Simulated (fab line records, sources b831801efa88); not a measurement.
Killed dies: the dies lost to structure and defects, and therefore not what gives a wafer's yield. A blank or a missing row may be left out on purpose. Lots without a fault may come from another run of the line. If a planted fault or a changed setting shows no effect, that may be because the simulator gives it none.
Chamber matching    flow sky130    rie-diel-03 running SKY_FIELD_ISO_ETCH_15: 4 sister chambers
The step etches the open film in CHF3/O2, stops on Si, target depth 180 nm, time 72 s. 4 wafers are shown with their chamber, then 7 later ones without.

== EACH WAFER AND ITS CHAMBER ==
wafer   chamber  drypump-motor-current-A (A)
L082.1  2        5.9
L082.3  0        5.1
L082.4  3        5.8
L082.5  1        4.7

== WAFERS WHOSE CHAMBER IS MISSING ==
wafer   drypump-motor-current-A (A)
L082.6  6.0
L084.1  5.8
L084.2  5.9
L084.6  4.7
L097.1  5.9
L097.3  4.7
L097.5  4.8

== WHICH CHAMBER EACH WENT THROUGH ==
wafer   from the rows above      in truth
L082.6  can't be placed: 2 or 3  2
L084.1  can't be placed: 3 or 2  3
L084.2  can't be placed: 2 or 3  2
L084.6  1                        1
L097.1  can't be placed: 2 or 3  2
L097.3  1                        1
L097.5  1                        1
Correct placement for 3 of the 7. Can't be placed from these rows: 4 (the true chamber is among the candidates in 4). Number placed wrongly: 0.
How it was worked out, from the rows above alone: a wafer's distance from a chamber is the root of the sum, over the readings, of the square of ((its reading less the chamber's mean) divided by the reading's scatter). If the next closest chamber is less than 2 further off than the closest, the wafer can't be placed; otherwise it belongs to the closest. The mean given for a chamber averages the wafers shown for that chamber. The scatter (one wafer shown for each chamber): square how far every hidden wafer sits from the nearest shown wafer, average those squares and take the square root.
